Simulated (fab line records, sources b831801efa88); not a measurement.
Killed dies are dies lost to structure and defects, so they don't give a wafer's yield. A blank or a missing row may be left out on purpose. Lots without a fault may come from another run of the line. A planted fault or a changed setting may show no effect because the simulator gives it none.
fab line records | flow sky130
record lots=13 wafers=39 last_day=50
route steps=708 shown GATE_OXIDE@187 METAL5@665 PAD_OPEN@708
lots that met no fault: from a run of the same line without faults
start_h: hours from the record's first day to the start of the lot's first wafer shown | wait_h: hours since the lot's step before | " the same as in the row above | L1.1+2: a row that stands for several wafers | - no value, or no start given | * or withheld: withheld | < > ~ a bound
route shown NAME@n: a module of which the file shows steps, and the number in the route of the first | usual: mean/standard deviation of fault-free wafers | same: alike in all rows | chamber/n: place in a boat | sites: the reading at each site | _std_site: their standard deviation | _edge_site: outer sites' mean less inner sites' | radius_mm: how far each site lies from the wafer's centre | mask NAME#n: copy n | behind: the tool/chamber that last shaped the wafer | hold: why the lot was held/for how many hours/how that ended | device: the transistor (n, p or np) that didn't switch | end of line: the same wafers' tests at the end of the route | a step without rows: its recipe alone | killed: dies lost to structure and defects at the first sort, not the wafer's yield | map: a wafer's dies, x killed, . not, _ none there
set.NAME: the setting as run; set.NAME@STEP: as run at that earlier step | model.NAME: the simulator's own value behind a step, which no gauge read
steps of the route over a sample of lots; a table a step, a row a wafer
services: from which hour (start_h, from the record's first day; less than 0 if before it) a tool's chamber was out of use, for how many hours, and why
## steps
# step SKY_GATE_OXIDE_CLEAN_00
# recipe chemistry=SC1/SC2 mix=1:4:20 temp_c=70 time_s=150 dry=n2_spin
# usual bath_guard_temp_C=70.1/0.68 temp_c=70.01/0.12
# columns lot.wafer tool chamber start_h wait_h bath_guard_temp_C temp_c
L405.1 wet_bench-03 1 273.87 0.0 69.4 70.03
L405.2 " 1 " " 69.6 69.92
L405.4 " 1 " " 69.5 70.03
L406.2 wet_bench-02 0 283.88 0.0 70.4 69.85
L406.4 " 0 " " 70.6 69.94
L406.5 " 0 " " 70.3 69.87
L407.1 wet_bench-04 3 294.21 0.0 70.4 70.00
L407.3 " 3 " " 70.7 69.82
L407.5 " 3 " " 70.4 69.91
L409.2 wet_bench-04 2 309.15 0.0 70.3 70.07
L409.3 " 2 " " 70.5 70.08
L409.6 " 2 " " 70.4 70.02
L410.1 wet_bench-04 2 315.20 0.0 70.4 70.02
L410.5 " 2 " " 70.2 70.15
L410.6 " 2 " " 70.6 69.92
L411.2 wet_bench-03 1 326.28 0.0 69.5 70.07
L411.4 " 1 " " 69.4 70.02
L411.6 " 1 " " 69.4 70.07
L412.2 wet_bench-04 3 339.66 0.0 70.5 69.78
L412.4 " 3 " " 70.8 69.80
L412.5 " 3 " " 70.6 69.90
L413.2 wet_bench-02 2 363.60 0.0 69.5 69.93
L413.4 " 2 " " 69.8 70.25
L413.5 " 2 " " 69.6 70.26
L416.1 wet_bench-04 3 372.68 0.0 70.3 70.04
L416.3 " 3 " " 70.6 69.89
L416.4 " 3 " " 70.6 70.09
L415.3 wet_bench-04 2 372.81 0.0 70.5 69.97
L415.5 " 2 " " 70.7 70.09
L415.6 " 2 " " 70.5 69.96
L417.2 wet_bench-02 0 382.64 0.0 70.5 70.00
L417.3 " 0 " " 69.8 69.90
L417.4 " 0 " " 70.2 70.01
L425.1 wet_bench-04 1 441.68 0.0 68.5 70.12
L425.3 " 1 " " 68.5 70.01
L425.4 " 1 " " 68.6 70.04
L428.3 wet_bench-04 3 471.38 0.0 70.5 69.78
L428.5 " 3 " " 70.3 69.76
L428.6 " 3 " " 70.9 69.81
# step SKY_METAL5_SPUTTER_04
# recipe material=TiN target_thk_nm=70 power_w=6500 time_s=58.3 chamber_pressure_pa=0.4
# usual throttle_valve_pct=30.2/0.85
# columns lot.wafer tool chamber start_h wait_h throttle_valve_pct
L405.1 pvd_sputter-01 - 1005.10 0.0 29.1
L405.2 " - " " 29.3
L405.4 " - " " 30.0
L406.2 pvd_sputter-03 - 1006.98 0.0 29.5
L406.4 " - " " 29.7
L406.5 " - " " 29.9
L407.1 pvd_sputter-03 - 1009.77 0.0 29.9
L407.3 " - " " 32.1
L407.5 " - " " 29.3
L409.2 pvd_sputter-03 - 1028.69 0.0 29.3
L409.3 " - " " 30.4
L409.6 " - " " 29.8
L410.1 pvd_sputter-02 - 1043.62 0.0 30.2
L410.5 " - " " 30.2
L410.6 " - " " 30.2
L411.2 pvd_sputter-02 - 1045.48 0.0 30.1
L411.4 " - " " 29.4
L411.6 " - " " 30.2
L412.2 pvd_sputter-03 - 1053.30 0.0 31.8
L412.4 " - " " 29.6
L412.5 " - " " 31.9
L413.2 pvd_sputter-01 - 1069.92 0.0 29.3
L413.4 " - " " 29.9
L413.5 " - " " 29.5
L416.1 pvd_sputter-01 - 1076.16 0.0 31.6
L416.3 " - " " 29.6
L416.4 " - " " 29.9
L415.3 pvd_sputter-01 - 1078.23 0.0 31.5
L415.5 " - " " 29.4
L415.6 " - " " 29.3
L417.2 pvd_sputter-01 - 1083.60 0.0 29.6
L417.3 " - " " 31.3
L417.4 " - " " 29.6
L425.1 pvd_sputter-03 - 1125.99 0.0 29.8
L425.3 " - " " 29.5
L425.4 " - " " 30.6
L428.3 pvd_sputter-01 - 1145.83 0.0 29.8
L428.5 " - " " 31.5
L428.6 " - " " 29.8
# step SKY_METAL5_THK_MEAS_06
# recipe thk_meas_gauge=xrf reads=AlCu_of_METAL5_SPUTTER_02
# usual METAL5_ALCU_THK=1152/13
# columns lot.wafer tool chamber start_h wait_h METAL5_ALCU_THK[nm]
L405.1 film_metro-02 - 1005.27 0.1 1154
L405.2 " - " " 1165
L405.4 " - " " 1177
L406.2 film_metro-03 - 1007.18 0.1 1154
L406.4 " - " " 1133
L406.5 " - " " 1142
L407.1 film_metro-01 - 1009.94 0.1 1137
L407.3 " - " " 1150
L407.5 " - " " 1159
L409.2 film_metro-02 - 1028.87 0.1 1151
L409.3 " - " " 1144
L409.6 " - " " 1141
L410.1 film_metro-01 - 1043.79 0.1 1164
L410.5 " - " " 1162
L410.6 " - " " 1147
L411.2 film_metro-03 - 1045.66 0.1 1170
L411.4 " - " " 1175
L411.6 " - " " 1185
L412.2 film_metro-02 - 1053.48 0.1 1157
L412.4 " - " " 1163
L412.5 " - " " 1155
L413.2 film_metro-01 - 1070.10 0.1 1135
L413.4 " - " " 1140
L413.5 " - " " 1140
L416.1 film_metro-03 - 1076.33 0.1 1156
L416.3 " - " " 1170
L416.4 " - " " 1161
L415.3 film_metro-02 - 1078.42 0.1 1136
L415.5 " - " " 1155
L415.6 " - " " 1131
L417.2 film_metro-03 - 1083.78 0.1 1143
L417.3 " - " " 1141
L417.4 " - " " 1144
L425.1 film_metro-01 - 1126.16 0.1 1144
L425.3 " - " " 1171
L425.4 " - " " 1170
L428.3 film_metro-01 - 1146.02 0.1 1142
L428.5 " - " " 1142
L428.6 " - " " 1149
# step SKY_METAL5_DESCUM_14
# recipe chemistry=O2 source_power_w=150 bias_power_w=0 pressure_mtorr=10 temp_c=40 time_s=11
# usual drypump_motor_current_A=5.96/0.2 oes_product_au=0.997/0.0095 temp_c=40.01/0.11
# columns lot.wafer tool chamber start_h wait_h drypump_motor_current_A oes_product_au rf_hours_counter_h temp_c
L405.1 rie_metal-04 0 1027.45 0.1 6.07 1.003 5 40.13
L405.2 " 1 " " 6.12 0.997 19 39.97
L405.4 " 0 " " 6.09 0.984 - 40.08
L406.2 rie_metal-01 0 1029.81 0.1 5.58 1.019 20 40.08
L406.4 " 0 " " 5.61 1.010 - 39.95
L406.5 " 1 " " 5.97 0.989 - 40.06
L407.1 rie_metal-04 1 1032.41 0.1 6.12 0.998 20 40.10
L407.3 " 1 " " 6.15 0.995 - 39.97
L407.5 " 1 " " 6.14 1.007 - 40.25
L409.2 rie_metal-04 0 1050.49 0.1 6.10 0.995 7 40.17
L409.3 " 1 " " 6.14 1.005 - 40.02
L409.6 " 0 " " 6.08 0.994 - 40.11
L410.1 rie_metal-04 0 1063.85 0.1 6.12 0.993 8 39.95
L410.5 " 1 " " 6.12 0.996 - 39.89
L410.6 " 0 " " 6.11 0.999 - 40.02
L411.2 rie_metal-01 0 1066.49 0.1 5.59 1.011 22 39.93
L411.4 " 1 " " 5.97 0.984 - 39.99
L411.6 " 1 " " 5.98 0.994 - 39.79
L412.2 rie_metal-04 0 1074.56 0.1 6.10 0.996 9 40.09
L412.4 " 1 " " 6.13 1.006 - 39.91
L412.5 " 1 " " 6.13 1.000 - 39.96
L413.2 rie_metal-01 1 1090.56 0.1 6.01 0.987 14 39.99
L413.4 " 1 " " 5.99 0.989 - 39.97
L413.5 " 1 " " 6.00 0.993 - 40.08
L416.1 rie_metal-03 1 1095.06 0.1 5.64 0.994 15 40.08
L416.3 " 1 " " 5.62 0.995 - 40.11
L416.4 " 0 " " 6.08 0.991 - 40.00
L415.3 rie_metal-04 0 1098.50 0.1 6.07 0.998 - 40.07
L415.5 " 0 " " 6.06 1.008 - 39.84
L415.6 " 1 " " 6.11 0.994 - 39.99
L417.2 rie_metal-01 1 1104.14 0.1 5.99 0.996 16 40.11
L417.3 " 1 " " 5.99 0.985 - 40.16
L417.4 " 0 " " 5.60 1.002 - 39.92
L425.1 rie_metal-03 1 1144.61 0.1 5.56 0.988 20 39.92
L425.3 " 0 " " 6.10 1.008 - 39.96
L425.4 " 1 " " 5.59 0.991 - 40.04
L428.3 rie_metal-01 1 1164.20 0.1 5.95 1.001 - 39.93
L428.5 " 1 " " 5.96 0.985 - 39.82
L428.6 " 0 " " 5.60 1.013 - 40.00
# step SKY_PAD_OPEN_PROBE_99
# usual killed_at_M0_to_M3=43/6.5 killed_at_M4_up=3.1/1.8 killed_at_contacts=24/4.8 killed_at_front_end=15/4.7 killed_at_other=0.3/0.58 killed_dies=86/8.6 killed_on_rim=17/4.1 killed_open=47/6.7 killed_short=39/6.1
# same gross_dies=492 killed_at_back_side=0
# columns lot.wafer tool chamber start_h wait_h killed_at_M0_to_M3 killed_at_M4_up killed_at_contacts killed_at_front_end killed_at_other killed_dies killed_on_rim killed_open killed_short
L405.1 prober-01 - 1074.86 0.6 50 4 35 11 0 100 22 55 45
L405.2 prober-01 - 1074.91 0.6 46 2 23 15 0 86 18 50 36
L405.4 prober-01 - 1075.01 0.7 42 1 28 4 2 77 17 44 33
L406.2 prober-01 - 1075.75 0.1 41 4 26 15 1 87 16 49 38
L406.4 prober-01 - 1075.85 0.2 31 4 23 14 0 72 14 34 38
L406.5 prober-01 - 1075.90 0.2 48 2 34 17 2 103 20 58 45
L407.1 prober-01 - 1078.40 0.1 40 3 24 15 0 82 11 56 26
L407.3 prober-01 - 1078.50 0.2 47 4 18 24 0 93 13 59 34
L407.5 prober-01 - 1078.60 0.2 38 2 20 9 1 70 12 36 34
L409.2 prober-01 - 1095.96 0.1 43 6 29 13 0 91 18 55 36
L409.3 prober-01 - 1096.01 0.2 34 0 32 12 2 80 16 49 31
L409.6 prober-01 - 1096.16 0.2 46 2 26 11 0 85 18 45 40
L410.1 prober-02 - 1107.06 0.1 44 2 30 14 1 91 20 47 44
L410.5 prober-02 - 1107.26 0.2 48 6 33 12 0 99 20 54 45
L410.6 prober-02 - 1107.31 0.2 40 2 25 13 0 80 12 50 30
L411.2 prober-01 - 1110.33 0.1 47 1 23 16 0 87 20 47 40
L411.4 prober-01 - 1110.43 0.2 40 2 15 17 0 74 12 44 30
L411.6 prober-01 - 1110.53 0.2 35 6 23 15 0 79 12 35 44
L412.2 prober-02 - 1117.09 0.1 41 3 23 16 0 83 14 48 35
L412.4 prober-02 - 1117.19 0.2 47 5 23 24 0 99 16 55 44
L412.5 prober-02 - 1117.24 0.2 42 4 15 12 0 73 10 37 36
L413.2 prober-02 - 1135.01 0.1 40 3 26 13 1 83 16 51 32
L413.4 prober-02 - 1135.11 0.2 52 3 36 12 0 103 21 62 41
L413.5 prober-02 - 1135.16 0.2 51 3 23 15 0 92 17 45 47
L416.1 prober-01 - 1137.43 0.1 50 1 23 13 0 87 15 35 52
L416.3 prober-01 - 1137.53 0.2 52 4 26 16 0 98 18 50 48
L416.4 prober-01 - 1137.58 0.2 36 4 17 19 1 77 15 46 31
L415.3 prober-01 - 1141.13 0.2 38 4 28 20 0 90 15 49 41
L415.5 prober-01 - 1141.23 0.2 47 4 18 16 0 85 17 43 42
L415.6 prober-01 - 1141.28 0.2 43 2 28 13 0 86 21 45 41
L417.2 prober-01 - 1145.46 0.1 51 2 17 57 0 127 31 47 42
L417.3 prober-01 - 1145.51 0.2 50 1 23 54 0 128 26 42 48
L417.4 prober-01 - 1145.56 0.2 50 1 23 61 1 136 28 52 47
L425.1 prober-02 - 1183.72 0.1 44 7 22 11 0 84 18 47 37
L425.3 prober-02 - 1183.82 0.2 35 3 29 14 0 81 13 41 40
L425.4 prober-02 - 1183.87 0.2 34 7 24 13 0 78 18 41 37
L428.3 prober-01 - 1200.29 0.2 38 4 19 13 0 74 13 45 29
L428.5 prober-01 - 1200.39 0.2 39 4 23 12 0 78 17 49 29
L428.6 prober-01 - 1200.44 0.2 46 3 19 13 0 81 19 41 40
# killed by level:class
L405.1 VIA1:geometric_particle:open=13 LI_CONTACT:geometric_particle:open=11 VIA2:geometric_particle:open=9 CONTACT:geometric_particle:open=9 CONTACT:geometric_particle:short=8 VIA1:geometric_particle:short=8 METAL1:geometric_particle:short=7 FIELD_ISO:geometric_particle:open=5
L405.2 VIA3:geometric_particle:open=12 CONTACT:geometric_particle:open=7 VIA1:geometric_particle:open=7 FIELD_ISO:geometric_particle:open=6 METAL1:geometric_particle:short=6 LI_CONTACT:geometric_particle:open=5 CONTACT:geometric_particle:short=5 VIA1:geometric_particle:short=4
L405.4 VIA1:geometric_particle:open=14 CONTACT:geometric_particle:open=9 CONTACT:geometric_particle:short=7 LI_CONTACT:geometric_particle:open=6 VIA2:geometric_particle:open=6 METAL1:geometric_particle:short=4 METAL2:geometric_particle:short=4 LI_CONTACT:geometric_particle:short=3
L406.2 CONTACT:geometric_particle:open=8 VIA1:geometric_particle:open=8 LI_CONTACT:geometric_particle:open=7 POLY_GATE:geometric_particle:open=5 LOCAL_INTERCONNECT:geometric_particle:short=5 VIA2:geometric_particle:open=4 POLY_GATE:geometric_particle:short=4 METAL2:geometric_particle:short=4
L406.4 VIA1:geometric_particle:open=10 METAL2:geometric_particle:short=7 LI_CONTACT:geometric_particle:open=7 LOCAL_INTERCONNECT:geometric_particle:short=5 CONTACT:geometric_particle:open=5 POLY_GATE:geometric_particle:short=4 CONTACT:geometric_particle:short=4 FIELD_ISO:geometric_particle:open=3
L406.5 VIA3:geometric_particle:open=15 VIA1:geometric_particle:open=11 LOCAL_INTERCONNECT:geometric_particle:short=9 LI_CONTACT:geometric_particle:open=8 CONTACT:geometric_particle:open=7 FIELD_ISO:geometric_particle:short=6 LI_CONTACT:geometric_particle:short=6 FIELD_ISO:geometric_particle:open=5
L407.1 VIA1:geometric_particle:open=10 LI_CONTACT:geometric_particle:open=9 VIA2:geometric_particle:open=9 CONTACT:geometric_particle:open=7 POLY_GATE:geometric_particle:open=6 VIA3:geometric_particle:open=6 FIELD_ISO:geometric_particle:open=3 METAL1:geometric_particle:short=3
L407.3 VIA1:geometric_particle:open=13 VIA3:geometric_particle:open=12 POLY_GATE:geometric_particle:open=8 FIELD_ISO:geometric_particle:open=7 LI_CONTACT:geometric_particle:open=7 METAL1:geometric_particle:short=6 POLY_GATE:geometric_particle:short=5 CONTACT:geometric_particle:open=5
L407.5 VIA1:geometric_particle:open=8 VIA1:geometric_particle:short=7 CONTACT:geometric_particle:open=6 METAL2:geometric_particle:short=5 VIA3:geometric_particle:open=5 POLY_GATE:geometric_particle:short=4 LI_CONTACT:geometric_particle:open=4 CONTACT:geometric_particle:short=4
L409.2 VIA1:geometric_particle:open=19 CONTACT:geometric_particle:open=11 LI_CONTACT:geometric_particle:open=7 POLY_GATE:geometric_particle:open=4 CONTACT:geometric_particle:short=4 LOCAL_INTERCONNECT:geometric_particle:short=4 METAL1:geometric_particle:short=4 VIA3:geometric_particle:open=4
L409.3 CONTACT:geometric_particle:open=15 VIA1:geometric_particle:open=10 VIA1:geometric_particle:short=7 LI_CONTACT:geometric_particle:open=6 POLY_GATE:geometric_particle:open=5 VIA2:geometric_particle:open=5 CONTACT:geometric_particle:short=4 LOCAL_INTERCONNECT:geometric_particle:short=4
L409.6 VIA2:geometric_particle:open=10 VIA1:geometric_particle:open=8 LOCAL_INTERCONNECT:geometric_particle:short=8 VIA3:geometric_particle:open=7 CONTACT:geometric_particle:open=7 POLY_GATE:geometric_particle:short=6 VIA1:geometric_particle:short=6 METAL2:geometric_particle:short=6
L410.1 CONTACT:geometric_particle:open=10 VIA2:geometric_particle:open=9 LI_CONTACT:geometric_particle:open=8 CONTACT:geometric_particle:short=7 METAL2:geometric_particle:short=7 FIELD_ISO:geometric_particle:short=5 METAL1:geometric_particle:short=5 VIA1:geometric_particle:open=5
L410.5 LI_CONTACT:geometric_particle:open=14 CONTACT:geometric_particle:open=9 VIA3:geometric_particle:open=8 VIA1:geometric_particle:open=7 VIA2:geometric_particle:open=7 METAL1:geometric_particle:short=5 LOCAL_INTERCONNECT:geometric_particle:short=4 CONTACT:geometric_particle:short=4
L410.6 CONTACT:geometric_particle:open=10 VIA1:geometric_particle:open=10 LI_CONTACT:geometric_particle:open=8 VIA2:geometric_particle:open=8 METAL1:geometric_particle:short=7 FIELD_ISO:geometric_particle:open=6 METAL2:geometric_particle:short=5 POLY_GATE:geometric_particle:short=3
L411.2 CONTACT:geometric_particle:open=11 VIA1:geometric_particle:open=10 VIA2:geometric_particle:open=10 METAL1:geometric_particle:short=5 VIA3:geometric_particle:open=5 POLY_GATE:geometric_particle:short=4 LI_CONTACT:geometric_particle:short=4 LOCAL_INTERCONNECT:geometric_particle:short=4
L411.4 VIA1:geometric_particle:open=8 VIA2:geometric_particle:open=7 FIELD_ISO:geometric_particle:short=5 FIELD_ISO:geometric_particle:open=4 POLY_GATE:geometric_particle:open=4 LI_CONTACT:geometric_particle:open=4 CONTACT:geometric_particle:open=4 METAL1:geometric_particle:short=4
L411.6 VIA3:geometric_particle:open=8 LOCAL_INTERCONNECT:geometric_particle:short=8 VIA1:geometric_particle:short=8 LI_CONTACT:geometric_particle:short=7 FIELD_ISO:geometric_particle:open=5 VIA2:geometric_particle:open=5 FIELD_ISO:geometric_particle:short=4 METAL4:geometric_particle:short=4
L412.2 LI_CONTACT:geometric_particle:open=11 VIA1:geometric_particle:open=8 VIA1:geometric_particle:short=6 VIA2:geometric_particle:short=5 CONTACT:geometric_particle:open=5 VIA2:geometric_particle:open=5 FIELD_ISO:geometric_particle:open=4 POLY_GATE:geometric_particle:open=3
L412.4 VIA1:geometric_particle:open=11 VIA3:geometric_particle:open=9 VIA2:geometric_particle:open=8 FIELD_ISO:geometric_particle:open=6 POLY_GATE:geometric_particle:short=6 LI_CONTACT:geometric_particle:open=6 LOCAL_INTERCONNECT:geometric_particle:short=6 FIELD_ISO:geometric_particle:short=5
L412.5 VIA1:geometric_particle:open=11 VIA2:geometric_particle:open=7 METAL1:geometric_particle:short=6 CONTACT:geometric_particle:open=6 POLY_GATE:geometric_particle:short=4 LI_CONTACT:geometric_particle:open=4 METAL2:geometric_particle:short=4 VIA3:geometric_particle:open=4
L413.2 CONTACT:geometric_particle:open=10 VIA1:geometric_particle:open=7 VIA2:geometric_particle:open=7 LI_CONTACT:geometric_particle:open=6 FIELD_ISO:geometric_particle:open=5 VIA3:geometric_particle:open=5 METAL2:geometric_particle:short=4 POLY_GATE:geometric_particle:open=3
L413.4 CONTACT:geometric_particle:open=15 VIA1:geometric_particle:open=12 VIA2:geometric_particle:open=11 LI_CONTACT:geometric_particle:open=8 VIA1:geometric_particle:short=6 LOCAL_INTERCONNECT:geometric_particle:short=5 CONTACT:geometric_particle:short=5 METAL2:geometric_particle:short=5
L413.5 METAL1:geometric_particle:short=10 METAL2:geometric_particle:short=10 CONTACT:geometric_particle:open=9 VIA3:geometric_particle:open=9 LOCAL_INTERCONNECT:geometric_particle:short=5 LI_CONTACT:geometric_particle:open=5 VIA1:geometric_particle:short=5 VIA2:geometric_particle:open=5
L416.1 VIA1:geometric_particle:open=11 CONTACT:geometric_particle:open=9 METAL2:geometric_particle:short=8 VIA1:geometric_particle:short=8 METAL3:geometric_particle:short=7 VIA3:geometric_particle:open=5 POLY_GATE:geometric_particle:short=4 SPACER:geometric_particle:short=4
L416.3 VIA1:geometric_particle:open=16 METAL2:geometric_particle:short=10 CONTACT:geometric_particle:open=9 LOCAL_INTERCONNECT:geometric_particle:short=7 FIELD_ISO:geometric_particle:short=4 LI_CONTACT:geometric_particle:open=4 METAL1:geometric_particle:short=4 VIA3:geometric_particle:open=4
L416.4 VIA1:geometric_particle:open=11 CONTACT:geometric_particle:open=10 POLY_GATE:geometric_particle:short=7 METAL2:geometric_particle:short=5 FIELD_ISO:geometric_particle:open=4 POLY_GATE:geometric_particle:open=4 METAL1:geometric_particle:short=4 VIA2:geometric_particle:open=4
L415.3 VIA1:geometric_particle:open=13 CONTACT:geometric_particle:open=7 LI_CONTACT:geometric_particle:open=7 CONTACT:geometric_particle:short=7 VIA2:geometric_particle:open=7 FIELD_ISO:geometric_particle:short=6 POLY_GATE:geometric_particle:short=6 VIA3:geometric_particle:open=5
L415.5 VIA3:geometric_particle:open=9 METAL1:geometric_particle:short=8 VIA1:geometric_particle:open=7 LI_CONTACT:geometric_particle:open=7 CONTACT:geometric_particle:open=7 VIA1:geometric_particle:short=6 METAL3:geometric_particle:short=5 POLY_GATE:geometric_particle:open=4
L415.6 LI_CONTACT:geometric_particle:open=9 CONTACT:geometric_particle:open=9 VIA1:geometric_particle:open=9 METAL1:geometric_particle:short=8 METAL2:geometric_particle:short=6 VIA2:geometric_particle:open=6 VIA3:geometric_particle:short=6 POLY_GATE:geometric_particle:open=5
L417.2 GATE_OXIDE:unspecified=38 VIA1:geometric_particle:open=16 VIA3:geometric_particle:open=11 FIELD_ISO:geometric_particle:short=8 METAL2:geometric_particle:short=6 LOCAL_INTERCONNECT:geometric_particle:short=5 VIA3:geometric_particle:short=5 FIELD_ISO:geometric_particle:open=4
L417.3 GATE_OXIDE:unspecified=38 CONTACT:geometric_particle:open=9 VIA1:geometric_particle:open=9 VIA1:geometric_particle:short=8 VIA3:geometric_particle:open=8 FIELD_ISO:geometric_particle:short=7 VIA2:geometric_particle:open=6 LI_CONTACT:geometric_particle:short=5
L417.4 GATE_OXIDE:unspecified=37 VIA1:geometric_particle:open=18 FIELD_ISO:geometric_particle:short=13 LI_CONTACT:geometric_particle:open=9 VIA2:geometric_particle:open=7 VIA3:geometric_particle:open=6 LOCAL_INTERCONNECT:geometric_particle:short=5 VIA1:geometric_particle:short=5
L425.1 VIA3:geometric_particle:open=12 VIA1:geometric_particle:open=7 CONTACT:geometric_particle:open=7 METAL2:geometric_particle:short=7 METAL4:geometric_particle:short=6 LI_CONTACT:geometric_particle:open=5 CONTACT:geometric_particle:short=5 FIELD_ISO:geometric_particle:open=4
L425.3 LOCAL_INTERCONNECT:geometric_particle:short=8 CONTACT:geometric_particle:open=8 VIA1:geometric_particle:open=8 LI_CONTACT:geometric_particle:open=7 CONTACT:geometric_particle:short=6 VIA3:geometric_particle:short=4 FIELD_ISO:geometric_particle:short=4 METAL1:geometric_particle:short=4
L425.4 CONTACT:geometric_particle:open=10 LI_CONTACT:geometric_particle:open=6 METAL4:geometric_particle:short=6 METAL2:geometric_particle:short=6 VIA2:geometric_particle:open=5 CONTACT:geometric_particle:short=4 METAL1:geometric_particle:short=4 VIA1:geometric_particle:open=4
L428.3 VIA1:geometric_particle:open=9 CONTACT:geometric_particle:short=6 CONTACT:geometric_particle:open=5 VIA2:geometric_particle:open=5 POLY_GATE:geometric_particle:open=4 METAL1:geometric_particle:short=4 VIA3:geometric_particle:open=4 VIA2:geometric_particle:short=3
L428.5 VIA1:geometric_particle:open=12 CONTACT:geometric_particle:open=10 METAL2:geometric_particle:short=8 FIELD_ISO:geometric_particle:open=5 LI_CONTACT:geometric_particle:open=5 VIA1:geometric_particle:short=5 VIA3:geometric_particle:open=5 VIA2:geometric_particle:short=4
L428.6 VIA1:geometric_particle:open=12 VIA2:geometric_particle:short=6 VIA1:geometric_particle:short=6 LI_CONTACT:geometric_particle:open=6 LOCAL_INTERCONNECT:geometric_particle:short=5 METAL2:geometric_particle:short=5 VIA3:geometric_particle:open=5 POLY_GATE:geometric_particle:short=4
## services
# columns tool chamber start_h hours kind
pvd_sputter-03 - 320.75 3.5 repair
wet_bench-04 - 346.48 1.9 pm
pvd_sputter-03 - 475.91 2.0 repair
rie_metal-04 0 495.11 10.8 repair
rie_metal-04 - 511.87 0.9 repair
rie_metal-01 - 517.88 2.6 repair
rie_metal-01 - 540.03 2.8 pm
rie_metal-04 - 594.53 2.2 repair
pvd_sputter-01 - 630.11 3.7 repair
pvd_sputter-03 - 649.51 21.4 repair
pvd_sputter-01 - 694.79 10.7 repair
rie_metal-01 0 712.54 18.2 repair
rie_metal-01 1 716.74 4.4 repair
rie_metal-04 - 821.07 1.4 pm
pvd_sputter-03 - 830.50 0.8 repair
rie_metal-01 1 839.44 32.8 repair
pvd_sputter-01 - 851.09 0.8 repair
pvd_sputter-03 - 855.03 1.9 repair
pvd_sputter-01 - 883.96 5.5 repair
pvd_sputter-01 - 886.09 6.2 repair
pvd_sputter-01 - 886.37 1.7 repair
rie_metal-01 - 895.79 14.6 pm
rie_metal-04 - 988.89 2.8 pm
rie_metal-04 - 1105.95 0.7 repair
## key
first_sign step=SKY_PAD_OPEN_PROBE_99 reading=killed_at_front_end direction=up sigmas=8.8 usual=15 struck=57
effect step=SKY_PAD_OPEN_PROBE_99 reading=killed_dies direction=up sigmas=5.1 usual=86 struck=130
met_at SKY_GATE_OXIDE_CLEAN_00
struck_lots L417
struck_wafers L417.2,L417.3,L417.4
tester_left_out L417
not_acting_at SKY_METAL5_SPUTTER_04,SKY_METAL5_THK_MEAS_06,SKY_METAL5_DESCUM_14
onset_between 283.88 382.64
fault kind=chamber_particle_source tool=wet_bench-02 chamber=0 onset_h=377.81 steps=SKY_GATE_OXIDE_CLEAN_00 rate_per_visit_cm2=0.92077 end_h=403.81
# tester_left_out: of these lots the tester's yield and bins aren't shown, on N5 and GAA mostly nor the transistor test; their killed dies are dies lost to structure and defects alone, not to doping, threshold or leakage, so they don't give the yield
